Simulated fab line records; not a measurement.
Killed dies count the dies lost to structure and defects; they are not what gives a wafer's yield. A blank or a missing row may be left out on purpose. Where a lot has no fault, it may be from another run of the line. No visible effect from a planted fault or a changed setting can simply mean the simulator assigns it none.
A struck lot beside a sound one || flow sky130 || 15 steps out of a route of 708
Sound: these wafers, L653.3, L653.5, L653.6. Struck: wafer L672.4 (left out: L672.1, L672.5 of the same lot, which were not struck); the cause appears at the end.
Each step with rows lists, per side, the tool, then ch with its chambers, then its first start. Under that, the readings that differ: sound wafers || struck wafers || difference of the means || sigmas: that difference in standard deviations of wafers without a fault.
alike: a reading whose means differ by less than 2 such deviations, as well as words and numbers matching on both sides. not compared: withheld readings; readings where some wafer has no value; bounds like >300 that might hide an equal value; numbers whose values overlap and for which the record gives no deviation.
The two part at a step that has a row with sigmas, a row that says differs or no value, or rows on one side only. Numbers that don't overlap but have no deviation are shown without sigmas and don't part them. A reading missing from all wafers of one side parts the sides only when that side holds two or more wafers.

SKY_FIELD_ISO_ETCH_15: etches the open film in CHF3/O2, stops on Si, target depth 180 nm, time 72 s.
  sound on rieDiel-04 ch 0,2,3, day 2 18:25; struck on rieDiel-03 ch 2, day 6 18:43
  alike: chamberPressureMTorr, drypumpMotorCurrentA, oesProductAu, throttleValvePct
  not compared: rfHoursCounterH
SKY_FIELD_ISO_STRIP_16: strips in O2/N2.
  sound on plasmaAsher-02 ch 0,1, day 2 18:31; struck on plasmaAsher-02 ch 1, day 6 18:47
  alike: chamberPressureMTorr, drypumpMotorCurrentA, oesProductAu, stripTimeToEndpointS
  not compared: rfHoursCounterH
SKY_FIELD_ISO_ETCH_17: etches Si in HBr/Cl2/O2, target depth 342 nm, time 97.7 s.
  sound on rieSi-02 ch 0,1,2, day 2 18:35; struck on rieSi-02 ch 3, day 6 18:53
  alike: chamberPressureMTorr, drypumpMotorCurrentA, oesProductAu, throttleValvePct
  not compared: rfHoursCounterH
then, 5 steps without rows for these wafers: SKY_FIELD_ISO_WET_ETCH_18 (etches Si3N4 in H3PO4, target depth 25 nm, time 286 s); SKY_FIELD_ISO_CLEAN_19 (cleans in SC1/SC2, time 150 s); SKY_FIELD_ISO_CLEAN_20 (cleans in dHF, time 20 s); SKY_FIELD_ISO_WET_ETCH_21 (etches SiO2 in dHF, target depth 20 nm, time 400 s); SKY_FIELD_ISO_OXIDATION_22 (stabilise 600 s, purge 300 s, target thk 10 nm).
SKY_FIELD_ISO_THK_MEAS_23:
  sound on filmMetro-03 at day 2 20:29; struck on filmMetro-03 at day 6 20:57
  alike: FIELD_ISO_OXIDATION_01_THK
then, 1 step without rows for these wafers: SKY_FIELD_ISO_CVD_24 (deposits SiO2, target thk 595 nm, time 99.2 s).
SKY_FIELD_ISO_THK_MEAS_25:
  sound on filmMetro-03 at day 2 20:38; struck on filmMetro-04 at day 6 21:05
  alike: FIELD_ISO_CVD_24_THK
then, 1 step without rows for these wafers: SKY_FIELD_ISO_ANNEAL_26 (time 1800 s).
SKY_FIELD_ISO_CMP_27: polishes, stops on Si3N4, t overpolish 16 s, target thk 457.8 nm.
  sound on cmp-01 ch 0,2,3, day 2 22:20; struck on cmp-02 ch 2, day 6 23:29
{"reading": "timeToEndpointS (s)", "sound": "117 116 112", "struck": 60, "difference": -55, "sigmas": -14}
  alike: motorCurrentA, overpolishRunS, slurryFilterDpKPa
then, 1 step without rows for these wafers: SKY_FIELD_ISO_WET_ETCH_28 (etches SiO2 in dHF, target depth 23.7 nm, time 47 s).
-- the record jumps here: 43 days lie between the struck wafers' starts before and after (it left off in module FIELD_ISO and takes up again in module PAD_OPEN, whose first step shown is number 708 of the route) --
SKY_PAD_OPEN_PROBE_99:
  sound on prober-01 at day 46 07:58; struck on prober-02 at day 50 09:10
{"reading": "killedAtOther", "sound": "2 3 2", "struck": 0, "difference": -2, "sigmas": -4}
  alike: killed_at_M0_to_M3, killed_at_M4_up, killedAtContacts, killedAtFrontEnd, killedDies, killedOpen, killedShort

## WHERE THEY PART
First at SKY_FIELD_ISO_CMP_27; last, within this record, at SKY_PAD_OPEN_PROBE_99.

WHY: what the simulator had put in
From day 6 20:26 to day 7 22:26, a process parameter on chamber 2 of cmp-02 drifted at SKY_FIELD_ISO_CMP_27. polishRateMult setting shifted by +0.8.
